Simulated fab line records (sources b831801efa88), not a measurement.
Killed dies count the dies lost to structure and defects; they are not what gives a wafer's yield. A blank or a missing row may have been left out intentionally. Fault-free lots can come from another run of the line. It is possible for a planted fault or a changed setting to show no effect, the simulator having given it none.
fab line records | flow gf180mcu | part 2 of 2: steps 29 to 37 of 37
record: lots: 5 wafers: 15 last_day: 33
route steps=602 shown M4@472 V4@476 MIM@503
lots that met no fault: taken from a fault-free run of the same line
start_h: hours from the record's opening day to when the first of the lot's shown wafers began | wait_h: hours elapsed since this lot's preceding step | " identical to the entry in the row above | L1.1+2: several wafers, shown together as one row | - no value, or no start was given | * or withheld: withheld | < > ~ a bound
route shown NAME@n: names a module that has steps shown in the file, with the first one's number in the route | usual: mean/standard deviation taken from wafers without a fault | same: alike in all rows | chamber/n: place in a boat | sites: each site's reading | _std_site: standard deviation across them | _edge_site: mean of outer sites minus mean of inner sites | radius_mm: for every site, how far away it sits from the centre of the wafer | mask NAME#n: copy n | behind: the most recent tool/chamber to have shaped the wafer | hold: why the lot went on hold/how many hours it stayed there/how the hold came to an end | device: the transistor (n, p or np) that didn't switch | end of line: at the end of the route, the tests of the same wafers | where a step has no rows: the recipe by itself | killed: the dies lost at the first sort to structure and to defects; this is not the yield of the wafer | map: the dies of a wafer, with x for killed, . for not killed, _ for no die there
set.NAME: setting as actually run; set.NAME@STEP: the setting as run at that earlier step | model.NAME: the simulator's own value behind a step, which no gauge read
certain route steps with their lots: each step a table, each wafer a row
services: a tool's chamber out of use, with start hour (start_h, from the record's first day; less than 0 if before it), hours out, and reason
== steps ==
step: GF_V4_RS_MEAS_24
recipe: thk_meas_gauge: four-point-probe reads: W_of_V4_CVD_23+TiN_of_V4_SPUTTER_22+Ti_of_V4_SPUTTER_21
usual: V4_W_RS: 0.329/0.0051
columns lot.wafer tool chamber start_h wait_h V4_W_RS[ohm/sq]
L078.2 film_metro-02 - 592.28 0.1 0.332
L078.3 " - " " 0.331
L078.6 " - " " 0.332
L084.2 film_metro-04 - 644.70 0.1 0.328
L084.4 " - " " 0.331
L084.6 " - " " 0.328
L091.1 film_metro-02 - 693.98 0.1 0.334
L091.2 " - " " 0.334
L091.4 " - " " 0.340
L093.2 film_metro-01 - 707.90 0.1 0.335
L093.3 " - " " 0.335
L093.6 " - " " 0.339
L094.3 film_metro-02 - 711.94 0.1 0.328
L094.4 " - " " 0.324
L094.5 " - " " 0.328
step: GF_V4_THK_MEAS_25
recipe: thk_meas_gauge: xrf reads: W_of_V4_CVD_23
usual: V4_W_THK: 345/6.3
columns lot.wafer tool chamber start_h wait_h V4_W_THK[nm]
L078.2 film_metro-02 - 592.39 0.1 340
L078.3 " - " " 344
L078.6 " - " " 341
L084.2 film_metro-04 - 644.81 0.1 343
L084.4 " - " " 341
L084.6 " - " " 343
L091.1 film_metro-02 - 694.10 0.1 343
L091.2 " - " " 342
L091.4 " - " " 340
L093.2 film_metro-01 - 708.01 0.1 339
L093.3 " - " " 339
L093.6 " - " " 335
L094.3 film_metro-02 - 712.04 0.1 350
L094.4 " - " " 354
L094.5 " - " " 352
step: GF_V4_CMP_26
recipe: stop_on: SiO2 down_force_psi: 3.5 platen_rpm: 60 t_overpolish_s: 15 target_thk_nm: 0 pad_velocity_m_s: 0.94248
usual: head_pressure_psi: 3.500/0.0071 motor_current_A: 11.8/0.77 overpolish_run_s: 15.001/0.0097 retaining_ring_pressure_frac: 1.000/0.0048 slurry_flow_ml_min: 150.0/0.43 time_to_endpoint_s: 85/3.6
columns lot.wafer tool chamber start_h wait_h head_pressure_psi motor_current_A overpolish_run_s retaining_ring_pressure_frac slurry_flow_ml_min time_to_endpoint_s
L078.2 cmp-01 3 592.44 0.0 3.498 13.7 14.997 1.000 149.5 85
L078.3 " 1 " " 3.497 10.9 14.995 1.000 149.8 81
L078.6 " 3 " " 3.499 12.9 15.013 1.001 150.6 83
L084.4 cmp-01 2 644.91 0.1 3.504 10.8 15.002 1.001 149.8 88
L084.2 " 3 " " 3.501 12.6 14.996 1.004 150.3 87
L084.6 " 1 " " 3.493 10.1 14.995 1.004 149.9 84
L091.2 cmp-02 3 694.21 0.1 3.503 12.7 14.994 1.004 150.2 82
L091.4 " 0 " " 3.490 11.7 15.007 1.000 149.8 82
L091.1 " 1 " " 3.504 11.7 14.982 0.995 150.5 82
L093.3 cmp-02 3 708.11 0.1 3.486 12.4 14.986 1.004 149.8 82
L093.2 " 0 " " 3.507 12.2 14.990 1.007 149.5 82
L093.6 " 2 " " 3.497 12.1 15.008 0.999 150.3 85
L094.3 cmp-01 2 712.44 0.4 3.503 10.6 15.006 0.994 150.2 88
L094.4 " 0 " " 3.504 11.5 15.011 1.001 150.1 91
L094.5 " 3 " " 3.497 13.2 14.977 1.005 149.1 88
step: GF_MIM_SPUTTER_00
recipe: material: Ti target_thk_nm: 37.5 arriving_ion_energy_ev: 80 substrate_temp_c: 200 chamber_pressure_pa: 2 power_w: 4000 time_s: 150
usual: throttle_valve_pct: 29.8/1.1
columns lot.wafer tool chamber start_h wait_h throttle_valve_pct
L078.2 pvd_sputter-04 - 592.74 0.2 29.0
L078.3 " - " " 30.5
L078.6 " - " " 30.4
L084.2 pvd_sputter-02 - 645.16 0.1 29.1
L084.4 " - " " 31.9
L084.6 " - " " 31.8
L091.1 pvd_sputter-01 - 694.46 0.1 29.9
L091.2 " - " " 29.3
L091.4 " - " " 31.3
L093.2 pvd_sputter-01 - 708.36 0.1 31.3
L093.3 " - " " 29.5
L093.6 " - " " 30.1
L094.3 pvd_sputter-04 - 712.74 0.2 28.9
L094.4 " - " " 28.6
L094.5 " - " " 30.4
step: GF_MIM_SPUTTER_01
recipe: material: TiN target_thk_nm: 30 power_w: 6500 time_s: 25 chamber_pressure_pa: 0.4
usual: throttle_valve_pct: 29.8/1.1
columns lot.wafer tool chamber start_h wait_h throttle_valve_pct
L078.2 pvd_sputter-04 - 592.85 0.1 28.7
L078.3 " - " " 30.6
L078.6 " - " " 30.5
L084.2 pvd_sputter-02 - 645.26 0.1 29.2
L084.4 " - " " 31.9
L084.6 " - " " 32.0
L091.1 pvd_sputter-01 - 694.56 0.1 30.0
L091.2 " - " " 29.2
L091.4 " - " " 31.5
L093.2 pvd_sputter-01 - 708.46 0.1 31.7
L093.3 " - " " 29.5
L093.6 " - " " 30.3
L094.3 pvd_sputter-04 - 712.84 0.1 28.8
L094.4 " - " " 28.8
L094.5 " - " " 30.5
step: GF_MIM_SPUTTER_02
recipe: material: AlCu target_thk_nm: 450 power_w: 10600 time_s: 23.9 chamber_pressure_pa: 0.4
usual: throttle_valve_pct: 29.8/1.1
columns lot.wafer tool chamber start_h wait_h throttle_valve_pct
L078.2 pvd_sputter-04 - 592.88 0.0 28.8
L078.3 " - " " 30.5
L078.6 " - " " 30.4
L084.2 pvd_sputter-02 - 645.29 0.0 29.2
L084.4 " - " " 32.0
L084.6 " - " " 32.1
L091.1 pvd_sputter-01 - 694.59 0.0 29.9
L091.2 " - " " 29.2
L091.4 " - " " 31.4
L093.2 pvd_sputter-01 - 708.49 0.0 31.4
L093.3 " - " " 29.3
L093.6 " - " " 30.1
L094.3 pvd_sputter-04 - 712.87 0.0 28.7
L094.4 " - " " 28.7
L094.5 " - " " 30.4
step: GF_MIM_SPUTTER_03
recipe: material: Ti target_thk_nm: 10 substrate_temp_c: 300 chamber_pressure_pa: 0.3 power_w: 3000 time_s: 6.7
usual: throttle_valve_pct: 29.8/1.1
columns lot.wafer tool chamber start_h wait_h throttle_valve_pct
L078.2 pvd_sputter-04 - 592.91 0.0 29.0
L078.3 " - " " 30.5
L078.6 " - " " 30.6
L084.2 pvd_sputter-02 - 645.32 0.0 29.2
L084.4 " - " " 31.9
L084.6 " - " " 32.0
L091.1 pvd_sputter-01 - 694.62 0.0 29.8
L091.2 " - " " 29.1
L091.4 " - " " 31.3
L093.2 pvd_sputter-01 - 708.52 0.0 31.8
L093.3 " - " " 29.3
L093.6 " - " " 30.1
L094.3 pvd_sputter-04 - 712.90 0.0 29.0
L094.4 " - " " 28.5
L094.5 " - " " 30.3
step: GF_MIM_SPUTTER_04
recipe: material: TiN target_thk_nm: 50 power_w: 6500 time_s: 41.7 chamber_pressure_pa: 0.4
usual: throttle_valve_pct: 29.8/1.1
columns lot.wafer tool chamber start_h wait_h throttle_valve_pct
L078.2 pvd_sputter-04 - 592.94 0.0 29.0
L078.3 " - " " 30.6
L078.6 " - " " 30.5
L084.2 pvd_sputter-02 - 645.34 0.0 29.0
L084.4 " - " " 31.6
L084.6 " - " " 31.9
L091.1 pvd_sputter-01 - 694.64 0.0 29.9
L091.2 " - " " 29.5
L091.4 " - " " 31.5
L093.2 pvd_sputter-01 - 708.54 0.0 31.4
L093.3 " - " " 29.6
L093.6 " - " " 30.2
L094.3 pvd_sputter-04 - 712.92 0.0 29.0
L094.4 " - " " 28.7
L094.5 " - " " 30.2
step: GF_MIM_CVD_05
recipe: material: Si3N4 target_thk_nm: 42 temp_max_c: 400 temp_c: 385 time_s: 29.086 rf_w: 450
usual: heater_power_w: 642/76
columns lot.wafer tool chamber start_h wait_h heater_power_w
L078.2 pecvd-02 1 592.98 0.0 531
L078.3 " 1 " " 543
L078.6 " 2 " " 660
L084.2 pecvd-04 0 645.38 0.0 533
L084.4 " 2 " " 792
L084.6 " 1 " " 563
L091.1 pecvd-01 2 694.68 0.0 707
L091.2 " 0 " " 611
L091.4 " 2 " " 723
L093.2 pecvd-01 1 708.58 0.0 554
L093.3 " 0 " " 599
L093.6 " 0 " " 604
L094.3 pecvd-01 0 712.96 0.0 556
L094.4 " 1 " " 621
L094.5 " 2 " " 694
== services ==
columns tool chamber start_h hours kind
krf_scanner-01 - 546.01 4.2 repair
rie_diel-01 3 553.85 4.4 repair
krf_scanner-01 - 554.52 0.8 pm
krf_scanner-01 - 562.57 3.0 pm
rie_diel-01 - 564.71 4.7 repair
plasma_asher-03 - 571.79 2.9 repair
cmp-02 - 572.00 4.0 pm
cmp-02 - 586.80 4.7 repair
pecvd-01 2 595.17 28.1 repair
plasma_asher-03 - 596.13 2.3 repair
pecvd-02 - 596.52 5.5 pm
cmp-01 - 605.38 3.5 repair
wet_bench-04 - 607.36 1.3 repair
pvd_sputter-02 - 619.51 12.8 repair
krf_scanner-01 - 628.77 0.8 pm
pvd_sputter-02 - 630.71 3.2 repair
cmp-02 - 651.51 0.3 repair
plasma_asher-02 - 656.66 4.0 repair
krf_scanner-01 - 657.04 1.0 pm
hdpcvd-02 - 660.34 6.2 repair
pvd_sputter-02 - 661.49 9.6 repair
wet_bench-01 - 679.26 4.4 pm
plasma_asher-02 - 685.70 0.8 repair
wet_bench-04 - 699.62 2.6 repair
